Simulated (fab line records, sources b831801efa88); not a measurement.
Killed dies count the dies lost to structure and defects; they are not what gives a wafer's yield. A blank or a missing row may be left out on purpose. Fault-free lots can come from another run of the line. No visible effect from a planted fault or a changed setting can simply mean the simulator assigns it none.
Which tool did it?	flow sky130	15 lots with 45 wafers sampled at 5 steps, on a route of 708 steps

## WHAT THE GAUGES SHOWED, per wafer
SKY_DNWELL_TW_MEAS_09. Usual: DNWELL_TW 1115, standard deviation 9.3.
lot	measured	on	DNWELL_TW	flag
L720	day 3 02:26	film metro-04	1122 1123 1126	
L721	day 3 07:17	film metro-03	1105 1108 1105	
L722	day 3 12:47	film metro-03	1113 1119 1112	
L723	day 3 18:48	film metro-03	1114 1111 1106	
L724	day 4 03:24	film metro-03	1108 1107 1107	
L727	day 4 18:47	film metro-02	1129 1128 1132	
L729	day 5 03:59	film metro-03	1108 1110 1109	
L730	day 5 14:29	film metro-04	1119 1113 1110	
L733	day 6 05:41	film metro-04	1102 1103 1112	
L732	day 6 05:44	film metro-03	1116 1118 1113	
L736	day 6 19:57	film metro-04	30 30 30	OFF
L737	day 7 02:29	film metro-04	30 30 30	OFF
L738	day 7 08:41	film metro-02	30 30 31	OFF
L739	day 7 13:05	film metro-03	1101 1106 1110	
L743	day 8 07:17	film metro-04	1114 1116 1109	

SKY_SD_N_OVL_MEAS_08. Usual: SD_N_OVL 0.2 nm, standard deviation 1.3.
lot	measured	on	SD_N_OVL (nm)	flag
L720	day 27 23:15	overlay-01	-0.7 -1.0 -2.4	
L721	day 28 05:47	overlay-01	1.0 0.8 0.3	
L722	day 28 15:47	overlay-02	0.3 0.0 -1.0	
L723	day 29 02:06	overlay-02	0.6 1.2 1.6	
L724	day 29 12:01	overlay-01	0.1 1.0 0.3	
L727	day 30 15:37	overlay-01	1.6 2.8 2.3	
L729	day 31 00:11	overlay-02	-1.2 -0.8 -0.8	
L730	day 31 19:02	overlay-02	-2.0 -2.4 -1.9	
L733	day 32 15:40	overlay-01	2.8 -0.4 2.4	
L732	day 32 14:22	overlay-01	0.2 -1.1 -1.5	
L736	day 33 22:34	overlay-01	0.4 0.8 2.1	
L737	day 33 22:00	overlay-01	-1.3 0.5 -0.1	
L738	day 34 06:34	overlay-01	2.2 2.8 2.4	
L739	day 34 08:40	overlay-01	0.0 0.9 0.9	
L743	day 35 12:51	overlay-02	-0.1 -0.2 0.0	

## TOOL THAT RAN EACH LOT (tool first, then ch and the chambers of the sampled wafers, then the start)
lot	SKY_DNWELL_EXPOSE_04	SKY_LDD_HVP_STRIP_09	SKY_LDD_LDN_STRIP_12
L720	iline stepper-02 ch 0, day 2 18:32	plasma asher-04 ch 0,1, day 21 16:25	plasma asher-02 ch 0,1, day 23 00:01
L721	iline stepper-02 ch 0, day 2 23:35	plasma asher-02 ch 0,1, day 21 23:37	plasma asher-01 ch 0,1, day 23 06:58
L722	iline stepper-01 ch 0, day 3 04:25	plasma asher-04 ch 0,1, day 22 12:04	plasma asher-03 ch 0,1, day 23 18:46
L723	iline stepper-02 ch 0, day 3 10:23	plasma asher-02 ch 0,1, day 22 21:32	plasma asher-02 ch 1, day 24 03:19
L724	iline stepper-02 ch 0, day 3 18:37	plasma asher-04 ch 0,1, day 23 07:58	plasma asher-02 ch 0,1, day 24 14:01
L727	iline stepper-01 ch 0, day 4 09:35	plasma asher-04 ch 0,1, day 24 13:04	plasma asher-01 ch 0,1, day 25 19:31
L729	iline stepper-01 ch 0, day 4 19:32	plasma asher-03 ch 0,1, day 25 01:04	plasma asher-01 ch 0,1, day 26 06:28
L730	iline stepper-01 ch 0, day 5 05:47	plasma asher-02 ch 1, day 25 20:01	plasma asher-03 ch 1, day 27 02:16
L733	iline stepper-01 ch 0, day 5 19:38	plasma asher-02 ch 0,1, day 26 18:10	plasma asher-03 ch 1, day 27 23:10
L732	iline stepper-02 ch 0, day 5 19:54	plasma asher-02 ch 0,1, day 26 16:19	plasma asher-03 ch 0,1, day 27 21:43
L736	iline stepper-02, day 6 10:20	plasma asher-03 ch 0,1, day 28 03:16	plasma asher-01 ch 0,1, day 29 07:23
L737	iline stepper-02, day 6 16:31	plasma asher-02 ch 0, day 28 02:07	plasma asher-01 ch 0, day 29 06:28
L738	iline stepper-01, day 6 23:18	plasma asher-04 ch 0,1, day 28 07:31	plasma asher-01 ch 0,1, day 29 12:46
L739	iline stepper-02 ch 0, day 7 04:01	plasma asher-03 ch 1, day 28 14:11	plasma asher-01 ch 0,1, day 29 18:31
L743	iline stepper-02 ch 0, day 7 21:03	plasma asher-03 ch 0,1, day 29 18:07	plasma asher-02 ch 0,1, day 30 22:49
- SKY_DNWELL_EXPOSE_04: exposes mask DNM, target cd 3000 nm.
- SKY_LDD_HVP_STRIP_09: strips in O2/N2.
- SKY_LDD_LDN_STRIP_12: strips in O2/N2.

## WHAT THE TOOLS THEMSELVES READ (means of the sampled wafers that have a number; where no wafer has one, the mark that the record gives instead)
SKY_DNWELL_EXPOSE_04. Usual: exposure dose mJ cm2 221.95, standard deviation 0.23; focus offset nm 0.0 nm, standard deviation 0.52.
lot	tool	exposure dose mJ cm2	focus offset nm (nm)	flag
L720	iline stepper-02	222.00	-0.3	
L721	iline stepper-02	221.81	0.3	
L722	iline stepper-01	221.83	0.3	
L723	iline stepper-02	221.78	-0.1	
L724	iline stepper-02	222.15	-0.5	
L727	iline stepper-01	221.96	-0.5	
L729	iline stepper-01	221.80	-0.7	
L730	iline stepper-01	222.20	0.5	
L733	iline stepper-01	222.05	0.5	
L732	iline stepper-02	222.22	1.0	
L736	iline stepper-02	-	-	OFF
L737	iline stepper-02	-	-	OFF
L738	iline stepper-01	-	-	OFF
L739	iline stepper-02	221.83	-0.1	
L743	iline stepper-02	221.99	-0.3	

SKY_LDD_HVP_STRIP_09. Usual: chamber pressure mTorr 1500.0 mTorr, standard deviation 1.3; drypump motor current A 5.7 A, standard deviation 0.45; n2 flow sccm 300.0 sccm, standard deviation 0.89; oes product au 0.405 a.u., standard deviation 0.0046; strip time to endpoint s 4.060 s, standard deviation 0.016.
lot	tool	chamber pressure mTorr (mTorr)	drypump motor current A (A)	n2 flow sccm (sccm)	oes product au (a.u.)	strip time to endpoint s (s)	flag
L720	plasma asher-04	1501.0	5.7	299.4	0.409	4.071	
L721	plasma asher-02	1498.4	5.2	300.1	0.405	4.060	
L722	plasma asher-04	1501.4	5.7	301.0	0.409	4.062	
L723	plasma asher-02	1500.7	5.2	299.5	0.406	4.062	
L724	plasma asher-04	1500.8	5.7	300.5	0.406	4.052	
L727	plasma asher-04	1500.9	6.0	300.7	0.404	4.062	
L729	plasma asher-03	1499.1	6.2	300.8	0.405	4.060	
L730	plasma asher-02	1499.9	5.2	300.1	0.409	4.095	
L733	plasma asher-02	1500.3	5.2	299.4	0.404	4.069	
L732	plasma asher-02	1500.2	5.2	299.4	0.405	4.078	
L736	plasma asher-03	1500.2	6.1	299.8	0.409	4.056	
L737	plasma asher-02	1500.0	5.1	300.4	0.404	4.044	
L738	plasma asher-04	1499.8	6.0	300.2	0.404	4.061	
L739	plasma asher-03	1498.4	5.9	299.1	0.404	4.063	
L743	plasma asher-03	1499.6	6.0	299.4	0.406	4.063	

SKY_LDD_LDN_STRIP_12. Usual: chamber pressure mTorr 1500.0 mTorr, standard deviation 1.5; drypump motor current A 5.7 A, standard deviation 0.47; n2 flow sccm 299.8 sccm, standard deviation 0.87; oes product au 0.715 a.u., standard deviation 0.0044; strip time to endpoint s 14.16 s, standard deviation 0.046.
lot	tool	chamber pressure mTorr (mTorr)	drypump motor current A (A)	n2 flow sccm (sccm)	oes product au (a.u.)	strip time to endpoint s (s)	flag
L720	plasma asher-02	1500.7	5.2	301.0	0.719	14.19	
L721	plasma asher-01	1499.6	5.9	300.0	0.716	14.20	
L722	plasma asher-03	1499.7	6.0	299.5	0.714	14.14	
L723	plasma asher-02	1500.3	5.2	301.0	0.716	14.12	
L724	plasma asher-02	1500.0	5.2	299.8	0.717	14.17	
L727	plasma asher-01	1499.8	5.9	299.2	0.716	14.11	
L729	plasma asher-01	1500.4	5.7	299.3	0.717	14.18	
L730	plasma asher-03	1500.0	5.9	300.3	0.717	14.16	
L733	plasma asher-03	1500.9	5.9	300.2	0.716	14.15	
L732	plasma asher-03	1499.5	6.2	300.4	0.713	14.18	
L736	plasma asher-01	1498.1	5.7	300.6	0.714	14.14	
L737	plasma asher-01	1500.4	5.4	299.8	0.716	14.15	
L738	plasma asher-01	1500.8	5.9	299.8	0.712	14.05	
L739	plasma asher-01	1499.3	5.7	299.5	0.720	14.16	
L743	plasma asher-02	1500.4	5.2	298.9	0.716	14.21	

## THE ANSWER, worked out from the rows above alone
Rule: lot off if the mean of its wafers having a number is beyond 3 standard deviations from the usual mean. Also off: a lot with no number at a reading for which 4 or more lots have one. The other lots that the step has rows for count as sound. First the gauges in route order, then the tools' own readings, where a lot's mean is used as printed above. At the first step where some lot is off, the reading lying furthest off is the one used; lots without a number count as furthest.
Off: L736, L737, L738, at SKY_DNWELL_TW_MEAS_09 (DNWELL_TW).
If a tool, at a process step before that reading, ran all the lots that are off and no sound lot after the first of them, it fits. Not tried: the gauges at SKY_DNWELL_TW_MEAS_09; whatever is off there is also off at SKY_DNWELL_EXPOSE_04, on other tools, and gauge error can't account for it. No candidate that was tried fits.

## WHAT THE SIMULATOR HAD INSERTED
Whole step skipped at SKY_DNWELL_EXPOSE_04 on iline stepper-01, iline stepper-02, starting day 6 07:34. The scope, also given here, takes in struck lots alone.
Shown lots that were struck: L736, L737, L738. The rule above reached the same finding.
